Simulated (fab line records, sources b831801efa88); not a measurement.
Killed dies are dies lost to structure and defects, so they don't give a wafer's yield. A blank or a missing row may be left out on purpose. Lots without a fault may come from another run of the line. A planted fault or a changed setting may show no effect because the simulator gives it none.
One fault seen from 2 desks | flow gf180mcu | each desk has only its own numbers; what lay behind them comes last

THE TOOL OWNER'S DESK: pvd_sputter-02
The tool's own readings at GF_M2_SPUTTER_04 (material TiN, target thk 50 nm, time 41.7 s): means of the sampled wafers that have a number, for each lot that ran on this tool. A lot is out of limits, marked OUT, if its mean lies more than 4 standard deviations from the usual mean; the brackets give that distance.
Columns: A = throttle_valve_pct at GF_M2_SPUTTER_04, usual 29.8 %
lot  | first seen here | A
L260 | day 19 23:56    | 30.5
L262 | day 20 16:56    | 29.5
L263 | day 21 07:22    | 30.4
L268 | day 22 18:07    | 30.2
L278 | day 26 04:19    | 31.4
This desk's finding: nothing out of limits on any of the 5 lots.

THE METROLOGY DESK
What the gauges read, lot by lot, whatever tool the lot ran on: means of the sampled wafers that have a number. A lot is out of limits, marked OUT, if its mean lies more than 4 standard deviations from the usual mean; the brackets give that distance.
Columns: A = V1_BOW at GF_V1_BOW_MEAS_05, usual 84 um; B = V1_W_RS at GF_V1_RS_MEAS_24, usual 0.329 ohm/sq; C = M2_ALCU_THK at GF_M2_THK_MEAS_06, usual 443 nm
lot  | first seen here | A  | B     | C
L257 | day 17 22:05    | 92 | 0.332 | 442
L259 | day 18 13:22    | 97 | 0.331 | 442
L260 | day 18 21:25    | 78 | 0.328 | 441
L261 | day 19 03:47    | 82 | 0.333 | 435
L262 | day 19 14:13    | 78 | 0.331 | 441
L263 | day 20 05:03    | 83 | 0.326 | 443
L268 | day 21 16:26    | 86 | 0.328 | 460
L275 | day 24 06:11    | 86 | 0.331 | 435
L278 | day 25 05:10    | 82 | 0.327 | 445
L279 | day 25 12:37    | 81 | 0.332 | 443
L280 | day 25 17:29    | 83 | 0.327 | 438
This desk's finding: nothing out of limits on any of the 11 lots.

PUT TOGETHER
The tool owner's desk saw nothing out of limits.
The metrology desk saw nothing out of limits.

WHAT THE SIMULATOR HAD PUT IN
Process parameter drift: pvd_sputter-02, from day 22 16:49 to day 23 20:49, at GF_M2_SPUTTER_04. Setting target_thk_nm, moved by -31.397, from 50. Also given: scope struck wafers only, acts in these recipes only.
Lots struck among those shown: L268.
